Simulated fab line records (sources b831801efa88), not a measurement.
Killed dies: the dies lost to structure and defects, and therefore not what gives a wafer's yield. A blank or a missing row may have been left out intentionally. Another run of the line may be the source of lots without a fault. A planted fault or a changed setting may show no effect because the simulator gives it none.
Problem report in the 8D (eight disciplines) form, filled by code    flow sky130    the parts of the form that need people (team, actions taken, sign-off) are left out

1. WHAT IS WRONG
cd_nm at SKY_SD_N_CD_MEAS_07 reads a mean of 355.3 nm on 6 wafers of 2 lots; wafers without a fault read 379.6 nm with a standard deviation of 2.9. Relative to the usual mean, that is a shift of -8.4 standard deviations.
The step: target cd 380 nm.
First seen on wafer L805.1, day 34 04:53, on cd_sem-01. Wafers with a number at this step in the record: 36, from 12 lots. The rule behind "out" and "out of limits": a value lying over 4 standard deviations away from the usual mean. All remaining wafers that have a number are taken as sound.

2. WHAT THIS IS AND IS NOT
question                     is                      is not
which readings at this step  cd_nm                   -
which lots                   L805, L806              L787, L788, L790, L791, L792, L794, L796, L797, L807, L808
which wafers of those lots   all that have a number  -
read on which gauges         cd_sem-01, cd_sem-02    -
when                         from day 34 04:53       up to then (24 sound wafers); but 6 sound wafers of L807, L808 came after

3. THE SUSPECTS, EACH WITH WHAT RULES IT OUT
Counting: any tool at a process step up to the reading is kept as a suspect provided that every lot that is out went through it and no sound lot did after the first of them.
- the gauge at SKY_SD_N_CD_MEAS_07: ruled out. 2 gauges (cd_sem-01, cd_sem-02) read the wafers that are out.
- litho_track-02 at SKY_SD_P_SOFTBAKE_03 (time 62.55 s): ruled out as a lasting fault. After its first lot that is out, L805 (day 31 10:45), sound lots L807, L808 ran on it.
- iline_stepper-02 at SKY_SD_N_EXPOSE_04 (exposes mask NSDM, target cd 380 nm): kept. It processed each lot that is out, first L805 at day 33 15:21, and no sound lot thereafter; up to then, the last sound lot it processed was L794 at day 30 16:22. Out on those wafers are its own readings of exposure_dose_mJ_cm2.
After counting, what remains is iline_stepper-02 at SKY_SD_N_EXPOSE_04.

4. THE CAUSE (what the simulator had put in)
Process parameter drift: iline_stepper-02, from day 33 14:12 on, at SKY_SD_N_EXPOSE_04. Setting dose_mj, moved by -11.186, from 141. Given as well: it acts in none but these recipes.
The count eliminated every tool but this one.

5. SEQUENCE OF EFFECTS, ordered by route
Rows list readings where the struck wafers' mean (over those with a number) sits beyond 3 standard deviations from the usual. Only readings for which the record gives a usual standard deviation are gone through. hours: the time from each lot's start at the first step in this table that gives one to its start at this step, as a median over the lots. sigmas: the change in usual standard deviations.
hours  step                 reading               usual     on struck wafers  change  sigmas
0      SKY_SD_N_EXPOSE_04   exposure_dose_mJ_cm2  141.01    129.79            -11.22  -80
13     SKY_SD_N_CD_MEAS_07  cd_nm                 379.6 nm  355.3             -24.3   -8.4
It contains these process steps:
- SKY_SD_N_EXPOSE_04: exposes mask NSDM, target cd 380 nm.

6. HOW IT WOULD HAVE BEEN CAUGHT EARLIER
In this record the first reading out of limits at a measuring or inspecting step was taken at day 34 04:53, 15 hours after the fault began at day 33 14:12.
Tool's own readings at SKY_SD_N_EXPOSE_04, exposure_dose_mJ_cm2: out on all struck wafers the step has rows for; an alarm limit on them would have tripped on the first.
By day 34 04:53, every lot that is out (2) had started SKY_SD_N_EXPOSE_04 on iline_stepper-02. A hold on the tool at that time would have spared none of them.
